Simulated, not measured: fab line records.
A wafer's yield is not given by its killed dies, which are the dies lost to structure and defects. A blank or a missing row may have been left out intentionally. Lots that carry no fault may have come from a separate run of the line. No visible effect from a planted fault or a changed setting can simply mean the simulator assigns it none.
fab line records	flow sky130
[record] lots = 6	wafers = 18	last-day = 49
route steps=708 shown SONOS_ONO@176 GATE_OXIDE@187 POLY_GATE@204 PAD_OPEN@708
lots untouched by any fault: they come from a run of this same line in which no faults occurred
start-h: hours from the record's first day to the start of the lot's first wafer shown	wait-h: how many hours have passed since the lot's step before this one	" unchanged from the row above	L1.1+2: a row that stands for several wafers	- no value, or no start given	* or withheld: withheld	< > ~ a bound
route shown NAME@n: names a module that has steps shown in the file, with the first one's number in the route	usual: mean/standard deviation taken from wafers without a fault	same: alike in all rows	chamber/n: place in a boat	sites: the reading at each site	_std_site: their standard deviation	_edge_site: inner sites' mean taken away from outer sites' mean	radius-mm: how far each site lies from the wafer's centre	mask NAME#n: copy n	behind: the last tool/chamber to shape the wafer	hold: why the lot was held/for how many hours/how that ended	device: whichever transistor did not switch (one of n, p or np)	end of line: tests run on the same wafers once the route is complete	for a step that has no rows: nothing shown but its recipe	killed: not the wafer's yield, but the dies lost to structure and defects at the first sort	map: per-die view of a wafer (x killed, . not killed, _ where there is no die)
set.NAME: the run value of the setting; set.NAME@STEP: its run value at that earlier step	model.NAME: the simulator's own value behind a step, which no gauge read
certain route steps with their lots: each step a table, each wafer a row
services: when a tool's chamber went out of use (start-h, in hours from the record's first day, below 0 if earlier), for how many hours, and the reason
[[steps]]
[step SKY_SONOS_ONO_COAT_08]
[recipe] resist = NOVOLAK	spin-rpm = 3000	resist-thk-nm = 1140
[step SKY_SONOS_ONO_SOFTBAKE_09]
[recipe] temp-c = 90	time-s = 60	resist = NOVOLAK
[step SKY_SONOS_ONO_EXPOSE_10]
[recipe] mask-id = ONOM	target-cd-nm = 410	na = 0.6	source-shape = conventional	sigma-outer = 0.6	dose-mj = 150
[step SKY_SONOS_ONO_PEB_11]
[recipe] temp-c = withheld	time-s = *	resist = NOVOLAK
[step SKY_SONOS_ONO_DEVELOP_12]
[recipe] develop-time-s = 60	dev-temp-c = 23
[step SKY_SONOS_ONO_CD_MEAS_13]
[recipe] target-cd-nm = 410
[usual] cd-nm = 409.7/2
lot.wafer	tool	chamber	start-h	wait-h	cd-nm
L564.4	cd-sem-02	-	306.17	0.1	405.1
L564.5	"	-	"	"	407.0
L564.6	"	-	"	"	407.6
L565.1	cd-sem-01	-	313.61	0.1	407.0
L565.3	"	-	"	"	407.8
L565.4	"	-	"	"	408.0
L570.2	cd-sem-02	-	358.03	0.1	410.1
L570.3	"	-	"	"	412.1
L570.5	"	-	"	"	411.1
L571.3	cd-sem-02	-	361.74	0.1	413.3
L571.5	"	-	"	"	415.1
L571.6	"	-	"	"	414.3
L575.1	cd-sem-02	-	394.20	0.1	407.4
L575.4	"	-	"	"	410.7
L575.6	"	-	"	"	406.8
L582.2	cd-sem-01	-	454.32	0.1	410.1
L582.3	"	-	"	"	408.5
L582.6	"	-	"	"	412.1
[step SKY_SONOS_ONO_OVL_MEAS_14]
[usual] SONOS_ONO_OVL = -0.1/1.2
lot.wafer	tool	chamber	start-h	wait-h	SONOS_ONO_OVL[nm]
L564.4	overlay-02	-	306.25	0.1	-0.4
L564.5	"	-	"	"	-1.1
L564.6	"	-	"	"	-1.6
L565.1	overlay-02	-	313.73	0.1	0.9
L565.3	"	-	"	"	1.4
L565.4	"	-	"	"	-1.1
L570.2	overlay-02	-	358.14	0.1	0.5
L570.3	"	-	"	"	2.7
L570.5	"	-	"	"	1.2
L571.3	overlay-02	-	361.83	0.1	0.4
L571.5	"	-	"	"	0.5
L571.6	"	-	"	"	0.0
L575.1	overlay-01	-	394.32	0.1	0.4
L575.4	"	-	"	"	-0.6
L575.6	"	-	"	"	0.8
L582.2	overlay-02	-	454.43	0.1	0.0
L582.3	"	-	"	"	0.8
L582.6	"	-	"	"	1.3
[step SKY_SONOS_ONO_ETCH_15]
[recipe] target-depth-nm = 19.52	chemistry = CHF3/O2	source-w = 600	bias-w = 200	pressure-mtorr = 40	chf3-flow-sccm = 50	O2_flow_sccm = 5	time-s = 7.8
[usual] drypump-motor-current-A = 5.5/0.42	oes-product-au = 0.999/0.007	throttle-valve-pct = 8.823/0.0088
lot.wafer	tool	chamber	start-h	wait-h	drypump-motor-current-A	oes-product-au	rf-hours-counter-h	throttle-valve-pct
L564.4	rie-diel-03	3	306.27	0.0	5.4	0.993	4	8.818
L564.5	"	1	"	"	5.5	1.003	-	8.805
L564.6	"	0	"	"	6.0	1.000	-	8.838
L565.1	rie-diel-04	3	313.77	0.0	6.2	0.997	1	8.819
L565.3	"	0	"	"	5.1	1.007	5	8.823
L565.4	"	2	"	"	5.4	1.002	92	8.820
L570.2	rie-diel-01	1	358.17	0.0	5.9	1.006	62	8.834
L570.3	"	2	"	"	5.1	0.987	6	8.821
L570.5	"	2	"	"	5.1	0.994	-	8.821
L571.3	rie-diel-03	2	361.86	0.0	5.6	0.996	91	8.819
L571.5	"	2	"	"	5.6	0.992	-	8.815
L571.6	"	1	"	"	5.5	0.996	-	8.828
L575.1	rie-diel-04	1	394.36	0.0	4.8	0.997	3	8.840
L575.4	"	3	"	"	6.2	1.006	2	8.843
L575.6	"	2	"	"	5.4	0.999	-	8.815
L582.2	rie-diel-04	1	454.46	0.0	4.8	1.005	4	8.825
L582.3	"	2	"	"	5.4	1.003	95	8.830
L582.6	"	1	"	"	4.8	1.003	-	8.812
[step SKY_SONOS_ONO_WET_ETCH_16]
[recipe] chemistry = dHF	target-depth-nm = 14	dry = n2-spin	target = SiO2	dilution = 100:1	temp-c = 25	time-s = 280
[step SKY_SONOS_ONO_STRIP_17]
[recipe] chemistry = O2/N2	power-w = 1400	pressure-mtorr = 1500	platen-temp-c = withheld	o2-flow-sccm = 3000	n2-flow-sccm = 300	overash-fraction = 0.5
[usual] drypump-motor-current-A = 5.7/0.48	oes-product-au = 0.710/0.0041	strip-time-to-endpoint-s = 14.09/0.044
lot.wafer	tool	chamber	start-h	wait-h	drypump-motor-current-A	oes-product-au	rf-hours-counter-h	strip-time-to-endpoint-s
L564.4	plasma-asher-01	1	306.42	0.0	5.5	0.706	-	14.11
L564.5	"	1	"	"	5.5	0.713	-	14.14
L564.6	"	0	"	"	4.9	0.710	-	14.13
L565.1	plasma-asher-02	0	313.88	0.0	6.2	0.709	65	14.15
L565.3	"	0	"	"	6.2	0.719	-	14.14
L565.4	"	1	"	"	5.8	0.711	-	14.13
L570.2	plasma-asher-02	0	358.28	0.0	6.2	0.709	70	14.12
L570.3	"	0	"	"	6.2	0.707	-	14.11
L570.5	"	0	"	"	6.2	0.713	-	14.10
L571.3	plasma-asher-01	1	362.00	0.0	5.5	0.707	-	13.97
L571.5	"	0	"	"	4.9	0.714	-	14.01
L571.6	"	1	"	"	5.5	0.710	-	13.99
L575.1	plasma-asher-02	0	394.46	0.0	6.2	0.715	72	14.00
L575.4	"	1	"	"	5.8	0.697	-	14.04
L575.6	"	1	"	"	5.8	0.705	-	14.03
L582.2	plasma-asher-04	0	454.65	0.0	6.3	0.718	60	14.07
L582.3	"	1	"	"	5.5	0.709	-	13.99
L582.6	"	0	"	"	6.3	0.712	-	14.05
[step SKY_SONOS_ONO_WET_ETCH_18]
[recipe] chemistry = H3PO4	target-depth-nm = 15	target = Si3N4	temp-c = 160	time-s = 172
[step SKY_GATE_OXIDE_CLEAN_00]
[recipe] chemistry = SC1/SC2	mix = 1:4:20	temp-c = 70	time-s = 150	dry = n2-spin
[step SKY_GATE_OXIDE_OXIDATION_01]
[recipe] temp-c = 900	ambient = O2	stabilise-s = 600	purge-s = 300	target-thk-a = 102.68	ox-time-s = 1473
[usual] spike-tc-bottom-C = 917.1/0.95	spike-tc-centre-C = 900.4/1.1	spike-tc-lower-C = 899.9/1.1	spike-tc-top-C = 913.0/1.1	tube-center-temp-C = 900/0.077	tube_center_temp_C_max = 902.3/0.37	zone-power-lower-pct = 16.6/1.2	zone-power-top-pct = 31.6/0.33
lot.wafer	tool	chamber	start-h	wait-h	spike-tc-bottom-C	spike-tc-centre-C	spike-tc-lower-C	spike-tc-top-C	tube-center-temp-C	tube_center_temp_C_max	zone-power-lower-pct	zone-power-top-pct	model.SiO2_of_GATE_OXIDE_OXIDATION_01.thk-nm
L564.4	furnace-01	0	306.65	0.0	917.2	902.5	900.9	911.7	899.93	902.6	15.4	31.8	10.26
L564.5	"	0	"	"	918.5	899.1	899.4	913.2	900.08	901.9	15.6	31.7	10.46
L564.6	"	0	"	"	916.3	898.8	899.6	912.7	900.03	902.2	15.2	31.5	10.38
L565.1	furnace-02	0	316.70	2.6	918.1	902.1	899.3	914.2	899.93	902.4	17.8	31.5	10.31
L565.3	"	0	"	"	917.4	901.5	900.1	913.8	899.97	902.0	17.8	31.7	10.35
L565.4	"	0	"	"	918.6	900.0	900.2	913.9	899.96	902.1	17.7	31.1	10.25
L570.2	furnace-01	0	358.76	0.3	917.9	899.5	900.7	912.9	900.02	902.3	15.2	32.5	10.05
L570.3	"	0	"	"	914.7	899.7	900.7	912.5	899.83	901.7	15.4	31.8	10.24
L570.5	"	0	"	"	916.8	901.2	899.9	910.8	900.07	902.7	15.6	32.3	10.26
L571.3	furnace-02	0	362.23	0.1	913.7	898.6	897.0	909.7	896.07	898.3	17.8	32.0	10.02
L571.5	"	0	"	"	914.2	896.2	895.0	909.9	896.06	898.5	17.5	31.5	9.99
L571.6	"	0	"	"	912.8	896.3	895.8	910.0	895.97	898.5	17.8	31.2	10.02
L575.1	furnace-02	0	396.01	1.3	913.1	895.4	894.9	909.8	896.05	898.5	17.7	30.8	9.957
L575.4	"	0	"	"	913.1	897.4	894.7	909.1	896.13	897.7	17.6	30.7	9.896
L575.6	"	0	"	"	914.7	897.3	895.2	909.7	896.1	898.4	17.6	31.5	10.04
L582.2	furnace-02	0	454.91	0.0	917.0	901.0	899.2	911.2	899.99	902.1	17.8	32.2	10.4
L582.3	"	0	"	"	918.5	901.6	901.6	912.7	900.06	902.3	18.0	32.2	10.46
L582.6	"	0	"	"	917.3	900.4	899.6	913.3	899.97	901.9	17.9	31.0	10.38
[step SKY_GATE_OXIDE_THK_MEAS_02]
[recipe] reads = SiO2_of_GATE_OXIDE_OXIDATION_01
[usual] GATE_OXIDE_OXIDATION_00_THK = 10.37/0.19
lot.wafer	tool	chamber	start-h	wait-h	GATE_OXIDE_OXIDATION_00_THK[nm]
L564.4	film-metro-02	-	308.09	0.0	10.28
L564.5	"	-	"	"	10.47
L564.6	"	-	"	"	10.36
L565.1	film-metro-03	-	318.11	0.0	10.31
L565.3	"	-	"	"	10.33
L565.4	"	-	"	"	10.26
L570.2	film-metro-02	-	360.18	0.0	10.05
L570.3	"	-	"	"	10.25
L570.5	"	-	"	"	10.21
L571.3	film-metro-02	-	363.66	0.0	9.95
L571.5	"	-	"	"	9.97
L571.6	"	-	"	"	10.03
L575.1	film-metro-01	-	397.42	0.0	9.97
L575.4	"	-	"	"	9.86
L575.6	"	-	"	"	10.07
L582.2	film-metro-03	-	456.32	0.0	10.41
L582.3	"	-	"	"	10.48
L582.6	"	-	"	"	10.37
[step SKY_GATE_OXIDE_DEHYDRATE_03]
[recipe] temp-c = 200	time-s = 60
[step SKY_GATE_OXIDE_HMDS_04]
[recipe] prime-time-s = 60	prime-temp-c = 120
[step SKY_GATE_OXIDE_COAT_05]
[recipe] resist = NOVOLAK	spin-rpm = 3000	resist-thk-nm = 1140
[step SKY_GATE_OXIDE_SOFTBAKE_06]
[recipe] temp-c = 90	time-s = 60	resist = NOVOLAK
[step SKY_GATE_OXIDE_EXPOSE_07]
[recipe] mask-id = LVOM	na = 0.6	source-shape = conventional	sigma-outer = 0.6	polarization = unpolarized	target-cd-nm = 600	dose-mj = 170
[step SKY_GATE_OXIDE_PEB_08]
[recipe] temp-c = withheld	time-s = *	resist = NOVOLAK
[step SKY_GATE_OXIDE_DEVELOP_09]
[recipe] resist = NOVOLAK	developer = TMAH	develop-time-s = 60	dev-temp-c = 23
[step SKY_GATE_OXIDE_OVL_MEAS_10]
[usual] GATE_OXIDE_OVL = 0.3/1.2
lot.wafer	tool	chamber	start-h	wait-h	GATE_OXIDE_OVL[nm]
L564.4	overlay-02	-	333.76	0.1	0.3
L564.5	"	-	"	"	0.9
L564.6	"	-	"	"	0.9
L565.1	overlay-01	-	344.15	0.1	-1.8
L565.3	"	-	"	"	-0.4
L565.4	"	-	"	"	-1.0
L570.2	overlay-01	-	388.57	0.1	0.2
L570.3	"	-	"	"	0.6
L570.5	"	-	"	"	0.8
L571.3	overlay-01	-	392.71	0.1	-1.0
L571.5	"	-	"	"	0.0
L571.6	"	-	"	"	-0.9
L575.1	overlay-02	-	426.70	0.1	-1.1
L575.4	"	-	"	"	0.6
L575.6	"	-	"	"	0.7
L582.2	overlay-01	-	487.47	0.1	1.3
L582.3	"	-	"	"	1.1
L582.6	"	-	"	"	0.6
[step SKY_GATE_OXIDE_IMPLANT_11]
[recipe] species = B	energy-kev = 10.18	dose-cm2 = 2.6e+12	tilt-deg = withheld
[step SKY_GATE_OXIDE_WET_ETCH_12]
[recipe] chemistry = dHF	target-depth-nm = 16.8	dry = n2-spin	target = SiO2	dilution = 100:1	temp-c = 25	time-s = 336
[step SKY_GATE_OXIDE_STRIP_13]
[recipe] chemistry = O2/N2	power-w = 1400	pressure-mtorr = 1500	platen-temp-c = withheld	o2-flow-sccm = 3000	n2-flow-sccm = 300	overash-fraction = 0.5
[usual] drypump-motor-current-A = 5.5/0.52	oes-product-au = 0.715/0.0042	strip-time-to-endpoint-s = 14.17/0.042
lot.wafer	tool	chamber	start-h	wait-h	drypump-motor-current-A	oes-product-au	rf-hours-counter-h	strip-time-to-endpoint-s
L564.4	plasma-asher-04	1	334.08	0.0	5.5	0.720	-	14.15
L564.5	"	0	"	"	6.3	0.717	-	14.19
L564.6	"	1	"	"	5.4	0.718	-	14.17
L565.1	plasma-asher-04	1	344.44	0.0	5.4	0.731	50	14.12
L565.3	"	0	"	"	6.3	0.709	-	14.18
L565.4	"	1	"	"	5.4	0.706	-	14.15
L570.2	plasma-asher-01	1	388.85	0.0	5.5	0.713	70	14.19
L570.3	"	0	"	"	5.0	0.721	-	14.18
L570.5	"	0	"	"	4.9	0.714	-	14.19
L571.3	plasma-asher-01	0	393.02	0.0	4.9	0.718	-	14.15
L571.5	"	1	"	"	5.5	0.715	-	14.15
L571.6	"	0	"	"	4.9	0.715	-	14.19
L575.1	plasma-asher-04	0	426.98	0.0	6.4	0.716	57	14.20
L575.4	"	1	"	"	5.4	0.713	-	14.16
L575.6	"	1	"	"	5.5	0.709	-	14.19
L582.2	plasma-asher-04	0	487.75	0.0	6.3	0.711	63	14.18
L582.3	"	1	"	"	5.4	0.716	-	14.12
L582.6	"	1	"	"	5.4	0.711	-	14.13
[step SKY_GATE_OXIDE_TW_MEAS_14]
[usual] GATE_OXIDE_TW = 226.5/2.9
lot.wafer	tool	chamber	start-h	wait-h	GATE_OXIDE_TW
L564.4	film-metro-02	-	334.17	0.1	231.3
L564.5	"	-	"	"	229.8
L564.6	"	-	"	"	231.1
L565.1	film-metro-02	-	344.54	0.1	228.8
L565.3	"	-	"	"	231.2
L565.4	"	-	"	"	229.7
L570.2	film-metro-02	-	388.96	0.1	228.7
L570.3	"	-	"	"	229.4
L570.5	"	-	"	"	228.7
L571.3	film-metro-02	-	393.10	0.1	228.8
L571.5	"	-	"	"	229.4
L571.6	"	-	"	"	229.8
L575.1	film-metro-01	-	427.08	0.1	223.5
L575.4	"	-	"	"	223.5
L575.6	"	-	"	"	224.7
L582.2	film-metro-01	-	487.86	0.1	223.1
L582.3	"	-	"	"	224.3
L582.6	"	-	"	"	223.9
[step SKY_GATE_OXIDE_CLEAN_15]
[recipe] chemistry = SC1/SC2	mix = 1:4:20	temp-c = 70	time-s = 150	dry = n2-spin
[step SKY_GATE_OXIDE_OXIDATION_16]
[recipe] temp-c = 800	ambient = O2	idle-temp-c = 700	ramp-up-c-per-min = 10	ramp-down-c-per-min = 3	stabilise-s = 600	purge-s = 300	target-thk-a = 35.7	ox-time-s = 1915
[usual] ox-temp-c = 800.0/0.39	ramp-down-c-per-min = 3.0000/0.00049	spike-tc-bottom-C = 818.3/1.1	spike-tc-centre-C = 800.2/1.2	spike-tc-lower-C = 799.8/1	spike-tc-top-C = 814.9/0.97	tube-center-temp-C = 799.99/0.077	tube_center_temp_C_max = 802.1/0.35	zone-power-lower-pct = 12.9/0.97	zone-power-top-pct = 26.19/0.26
lot.wafer	tool	chamber	start-h	wait-h	ox-temp-c	ramp-down-c-per-min	spike-tc-bottom-C	spike-tc-centre-C	spike-tc-lower-C	spike-tc-top-C	tube-center-temp-C	tube_center_temp_C_max	zone-power-lower-pct	zone-power-top-pct	model.SiO2_of_GATE_OXIDE_OXIDATION_01.thk-nm
L564.4	furnace-01	0	335.66	1.4	799.8	3.0006	818.9	799.0	798.9	814.4	800.12	802.2	12.0	26.70	11.68
L564.5	"	0	"	"	799.2	2.9992	818.8	798.8	800.5	815.1	800.01	802.0	12.1	26.22	11.86
L564.6	"	0	"	"	799.7	3.0005	817.6	799.5	799.2	816.1	800.1	802.3	12.0	26.37	11.81
L565.1	furnace-01	0	345.54	0.9	800.0	2.9990	818.9	801.4	800.1	815.2	799.84	801.5	11.9	26.11	11.62
L565.3	"	0	"	"	799.9	2.9995	818.5	798.3	800.3	814.0	800	801.8	12.0	26.27	11.66
L565.4	"	0	"	"	800.3	3.0008	819.3	799.9	801.9	815.3	800.18	802.4	12.0	26.41	11.55
L570.2	furnace-02	0	390.10	1.0	799.8	2.9997	818.2	800.9	800.0	817.0	800.13	802.1	13.8	26.22	11.45
L570.3	"	0	"	"	800.0	2.9995	819.2	802.3	799.2	816.1	800.06	802.0	14.1	26.14	11.65
L570.5	"	0	"	"	800.0	3.0003	818.5	801.4	800.7	814.7	800.01	801.8	14.0	26.30	11.66
L571.3	furnace-02	0	394.47	1.3	800.5	2.9997	817.0	800.0	798.8	815.0	799.97	802.0	14.1	26.60	11.44
L571.5	"	0	"	"	799.9	2.9997	819.2	800.5	799.4	815.7	799.94	802.3	14.0	26.10	11.38
L571.6	"	0	"	"	800.4	3.0002	819.0	799.7	798.7	814.0	800.08	802.1	14.2	26.01	11.39
L575.1	furnace-01	0	427.91	0.7	800.7	2.9993	818.5	801.4	799.6	815.7	799.93	801.5	12.2	26.33	11.33
L575.4	"	0	"	"	800.5	3.0001	818.4	800.3	798.6	815.3	800.04	802.1	12.0	25.76	11.29
L575.6	"	0	"	"	800.8	3.0002	816.6	800.1	798.4	814.4	800.09	802.0	12.0	26.41	11.44
L582.2	furnace-02	0	487.96	0.0	800.0	3.0004	820.5	800.8	800.4	814.8	799.97	802.0	13.9	25.78	11.83
L582.3	"	0	"	"	800.1	3.0002	819.1	802.1	799.9	814.4	799.86	801.6	13.8	26.00	11.89
L582.6	"	0	"	"	800.2	3.0010	817.2	802.7	798.4	815.0	799.98	801.9	13.8	26.26	11.81
[step SKY_POLY_GATE_CVD_00]
[recipe] material = poly-Si	target-thk-nm = 180	temp-c = 620	time-s = 720	pressure-mtorr = 200
[step SKY_PAD_OPEN_PROBE_99]
[usual] killed_at_M0_to_M3 = 43/6.9	killed_at_M4_up = 3.2/2	killed-at-contacts = 25/5.1	killed-at-front-end = 15/4.5	killed-at-other = 0.2/0.51	killed-dies = 85/9.5	killed-open = 48/6.9	killed-short = 38/6.7
[same] gross-dies = 492	killed-at-back-side = 0
lot.wafer	tool	chamber	start-h	wait-h	killed_at_M0_to_M3	killed_at_M4_up	killed-at-contacts	killed-at-front-end	killed-at-other	killed-dies	killed-open	killed-short	model.etest.tip-sonos.rs-ohm-sq	model.etest.nfet-g5v0d10v5.r-on-ohm-um	model.etest.nfet-g5v0d10v5.drive-ua-um	model.etest.nfet_05v0_nvt.drive-ua-um	model.etest.pfet-g5v0d10v5.drive-ua-um	model.etest.nfet_16v.drive-ua-um	model.etest.cap-thick-oxide.gate-log10-a-cm2	model.etest.cap-thick-oxide.gate-bv-v
L564.4	prober-01	-	1094.10	0.2	35	4	22	11	0	72	38	34	2650	1877	609.3	576.6	343.2	222	-7.155	16.01
L564.5	prober-01	-	1094.15	0.2	50	5	25	12	0	92	42	50	2662	1893	599.3	573.7	335.8	221.2	-7.353	15.96
L564.6	prober-01	-	1094.20	0.2	44	2	28	20	1	95	49	46	2660	1896	602	571	339.2	220.4	-7.328	15.87
L565.1	prober-02	-	1100.28	0.1	44	1	24	11	0	80	52	28	2674	1864	607.9	581.5	345.4	225.8	-7.108	15.72
L565.3	prober-02	-	1100.38	0.2	40	5	19	6	0	70	37	33	2662	1885	601	578.1	339.2	224.8	-7.118	15.7
L565.4	prober-02	-	1100.43	0.2	45	2	15	17	1	80	45	35	2650	1858	614.7	584.8	344.4	226.3	-7.008	15.42
L570.2	prober-01	-	1129.71	0.1	38	4	29	18	0	89	47	42	2596	1838	622	596.5	351.5	229.3	-6.839	15.71
L570.3	prober-01	-	1129.76	0.2	39	3	31	13	0	86	45	41	2666	1876	609.1	582.4	346.6	224.6	-7.192	15.97
L570.5	prober-01	-	1129.86	0.2	32	2	28	20	0	82	43	39	2660	1865	602.5	586.1	341.3	224.2	-7.06	15.84
L571.3	prober-02	-	1132.32	0.2	49	2	21	9	0	81	40	41	2616	1865	614.8	590	353.2	227.4	-6.863	15.45
L571.5	prober-02	-	1132.42	0.2	42	1	29	14	0	86	51	35	2609	1870	623.5	590.4	349.2	228.7	-6.741	15.36
L571.6	prober-02	-	1132.47	0.2	45	3	29	16	1	94	49	45	2639	1889	617.1	589.6	353.7	226.2	-6.85	15.96
L575.1	prober-02	-	1152.47	0.1	36	4	25	11	0	76	43	33	2685	1846	626.2	591.1	349.3	228.4	-6.724	15.15
L575.4	prober-02	-	1152.62	0.2	49	2	27	10	0	88	49	39	2644	1831	625.4	594	354.4	230.7	-6.695	15.4
L575.6	prober-02	-	1152.72	0.2	65	1	24	13	1	104	62	42	2661	1872	611.3	582.5	347.8	224.3	-6.825	15.24
L582.2	prober-01	-	1187.33	0.1	45	2	29	17	0	93	54	39	2636	1878	600.4	572.1	334.7	219.9	-7.333	15.81
L582.3	prober-01	-	1187.38	0.2	35	3	26	20	0	84	51	33	2667	1905	596.3	570.4	333.9	217.5	-7.421	16
L582.6	prober-01	-	1187.53	0.2	48	3	28	8	0	87	46	41	2666	1888	603.5	571.9	338.8	220.1	-7.342	15.66
// killed by level:class
L564.4 LI_CONTACT:geometric-particle:open=8 VIA1:geometric-particle:open=7 CONTACT:geometric-particle:open=5 VIA2:geometric-particle:open=5 POLY_GATE:geometric-particle:open=4 CONTACT:geometric-particle:short=4 METAL3:geometric-particle:short=4 VIA1:geometric-particle:short=4
L564.5 METAL1:geometric-particle:short=10 VIA2:geometric-particle:open=9 CONTACT:geometric-particle:open=8 VIA1:geometric-particle:open=8 LOCAL_INTERCONNECT:geometric-particle:short=7 VIA3:geometric-particle:open=5 LI_CONTACT:geometric-particle:open=5 VIA3:geometric-particle:short=5
L564.6 VIA1:geometric-particle:open=12 CONTACT:geometric-particle:open=11 LI_CONTACT:geometric-particle:open=8 METAL1:geometric-particle:short=7 METAL2:geometric-particle:short=7 POLY_GATE:geometric-particle:short=6 LI_CONTACT:geometric-particle:short=6 FIELD_ISO:geometric-particle:short=4
L565.1 VIA1:geometric-particle:open=11 VIA3:geometric-particle:open=11 LI_CONTACT:geometric-particle:open=9 METAL1:geometric-particle:short=7 CONTACT:geometric-particle:open=6 FIELD_ISO:geometric-particle:open=5 VIA2:geometric-particle:open=5 VIA1:geometric-particle:short=5
L565.3 METAL2:geometric-particle:short=7 VIA3:geometric-particle:open=7 CONTACT:geometric-particle:short=6 VIA1:geometric-particle:open=6 VIA2:geometric-particle:open=6 LI_CONTACT:geometric-particle:open=5 METAL1:geometric-particle:short=5 CONTACT:geometric-particle:open=4
L565.4 VIA1:geometric-particle:open=10 FIELD_ISO:geometric-particle:open=8 LI_CONTACT:geometric-particle:open=8 VIA3:geometric-particle:open=8 VIA1:geometric-particle:short=7 METAL2:geometric-particle:short=6 FIELD_ISO:geometric-particle:short=4 METAL1:geometric-particle:short=4
L570.2 CONTACT:geometric-particle:open=10 METAL1:geometric-particle:short=9 VIA1:geometric-particle:open=9 LI_CONTACT:geometric-particle:open=8 POLY_GATE:geometric-particle:short=5 CONTACT:geometric-particle:short=5 FIELD_ISO:geometric-particle:open=4 POLY_GATE:geometric-particle:open=4
L570.3 CONTACT:geometric-particle:short=10 CONTACT:geometric-particle:open=9 VIA3:geometric-particle:open=9 VIA2:geometric-particle:open=8 VIA1:geometric-particle:open=7 LI_CONTACT:geometric-particle:open=5 METAL1:geometric-particle:short=5 LOCAL_INTERCONNECT:geometric-particle:short=4
L570.5 CONTACT:geometric-particle:open=9 LI_CONTACT:geometric-particle:open=8 VIA1:geometric-particle:open=7 FIELD_ISO:geometric-particle:short=4 FIELD_ISO:geometric-particle:open=4 LOCAL_INTERCONNECT:geometric-particle:short=4 METAL2:geometric-particle:short=4 VIA3:geometric-particle:short=4
L571.3 VIA1:geometric-particle:open=10 METAL1:geometric-particle:short=8 CONTACT:geometric-particle:open=8 VIA3:geometric-particle:open=8 VIA1:geometric-particle:short=6 METAL2:geometric-particle:short=6 LI_CONTACT:geometric-particle:open=4 LOCAL_INTERCONNECT:geometric-particle:short=4
L571.5 VIA1:geometric-particle:open=10 CONTACT:geometric-particle:open=10 LI_CONTACT:geometric-particle:open=7 CONTACT:geometric-particle:short=6 VIA1:geometric-particle:short=6 VIA2:geometric-particle:open=6 POLY_GATE:geometric-particle:open=5 VIA3:geometric-particle:open=5
L571.6 METAL2:geometric-particle:short=9 LI_CONTACT:geometric-particle:open=8 VIA1:geometric-particle:open=8 CONTACT:geometric-particle:open=7 FIELD_ISO:geometric-particle:open=6 LOCAL_INTERCONNECT:geometric-particle:short=6 VIA3:geometric-particle:open=6 CONTACT:geometric-particle:short=5
L575.1 VIA1:geometric-particle:open=10 LI_CONTACT:geometric-particle:open=8 CONTACT:geometric-particle:open=8 VIA1:geometric-particle:short=8 VIA3:geometric-particle:open=5 FIELD_ISO:geometric-particle:open=4 POLY_GATE:geometric-particle:short=4 METAL2:geometric-particle:short=4
L575.4 VIA1:geometric-particle:open=14 CONTACT:geometric-particle:open=11 VIA1:geometric-particle:short=9 VIA2:geometric-particle:open=8 LI_CONTACT:geometric-particle:open=5 LOCAL_INTERCONNECT:geometric-particle:short=5 VIA3:geometric-particle:open=5 CONTACT:geometric-particle:short=4
L575.6 VIA1:geometric-particle:open=21 VIA3:geometric-particle:open=11 METAL1:geometric-particle:short=8 LI_CONTACT:geometric-particle:open=8 VIA1:geometric-particle:short=8 VIA2:geometric-particle:open=6 CONTACT:geometric-particle:open=6 LOCAL_INTERCONNECT:geometric-particle:short=5
L582.2 LI_CONTACT:geometric-particle:open=10 VIA1:geometric-particle:open=9 VIA2:geometric-particle:open=8 METAL2:geometric-particle:short=7 VIA3:geometric-particle:open=7 CONTACT:geometric-particle:short=6 CONTACT:geometric-particle:open=6 POLY_GATE:geometric-particle:open=5
L582.3 CONTACT:geometric-particle:open=11 LI_CONTACT:geometric-particle:open=7 FIELD_ISO:geometric-particle:open=5 POLY_GATE:geometric-particle:short=5 METAL2:geometric-particle:open=5 VIA1:geometric-particle:open=5 VIA2:geometric-particle:short=5 VIA2:geometric-particle:open=5
L582.6 VIA3:geometric-particle:open=10 CONTACT:geometric-particle:open=9 VIA2:geometric-particle:open=9 METAL3:geometric-particle:short=7 CONTACT:geometric-particle:short=7 LI_CONTACT:geometric-particle:open=5 METAL1:geometric-particle:short=5 VIA1:geometric-particle:open=5
[[services]]
tool	chamber	start-h	hours	kind
plasma-asher-04	-	295.52	1.5	repair
furnace-01	-	315.22	3.5	pm
rie-diel-01	2	336.07	10.1	repair
rie-diel-04	1	341.86	9.9	repair
plasma-asher-04	-	348.73	13.9	repair
plasma-asher-02	-	367.86	12.4	repair
rie-diel-04	-	367.94	0.2	repair
rie-diel-04	2	372.37	3.8	repair
rie-diel-01	-	372.65	2.8	pm
rie-diel-04	-	380.98	2.1	repair
rie-diel-04	-	391.67	0.4	repair
rie-diel-03	2	392.90	2.6	repair
furnace-02	-	401.66	4.3	pm
plasma-asher-04	-	407.49	2.8	pm
rie-diel-03	0	412.91	2.7	repair
plasma-asher-01	-	421.25	9.0	pm
plasma-asher-01	0	421.25	9.0	vent-cycle
plasma-asher-01	1	421.25	9.0	vent-cycle
rie-diel-04	3	426.66	2.5	repair
plasma-asher-01	0	430.25	-	clean
plasma-asher-01	1	430.25	-	clean
furnace-02	-	479.57	4.8	pm
furnace-01	-	484.38	4.3	pm
rie-diel-04	2	485.30	-	clean
[[key]]
[first-sign] step = SKY_GATE_OXIDE_OXIDATION_01	reading = tube-center-temp-C	direction = down	sigmas = 44	usual = *	struck = *
[effect] step = SKY_GATE_OXIDE_OXIDATION_01	reading = tube_center_temp_C_max	direction = down	sigmas = 11	usual = *	struck = *
[effect] step = SKY_GATE_OXIDE_THK_MEAS_02	reading = GATE_OXIDE_OXIDATION_00_THK	direction = down	sigmas = 2.1	usual = 10.37	struck = 9.98
[model-effect] step = SKY_GATE_OXIDE_OXIDATION_01	value = SiO2_of_GATE_OXIDE_OXIDATION_01.thk-nm	without = 10.42	struck = 9.987
[model-effect] step = SKY_GATE_OXIDE_OXIDATION_16	value = SiO2_of_GATE_OXIDE_OXIDATION_01.thk-nm	without = 11.78	struck = 11.38
[model-effect] step = SKY_PAD_OPEN_PROBE_99	value = etest.tip-sonos.rs-ohm-sq	without = 2729	struck = 2642
met-at SKY_GATE_OXIDE_OXIDATION_01
struck-wafers L571.3,L571.5,L571.6,L575.1,L575.4,L575.6
tester-left-out L571,L575
onset-between 316.70 362.23
[fault] kind = process-parameter-drift	tool = furnace-02	chamber = -	onset-h = 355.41	steps = SKY_GATE_OXIDE_OXIDATION_01	channel = temp-c	offset = *	shape = step	end-h = 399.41	acts-in = *	stated = *
// tester-left-out: of these lots the tester's yield and bins aren't shown, on N5 and GAA mostly nor the transistor test; their killed dies are dies lost to structure and defects alone, not to doping, threshold or leakage, so they don't give the yield
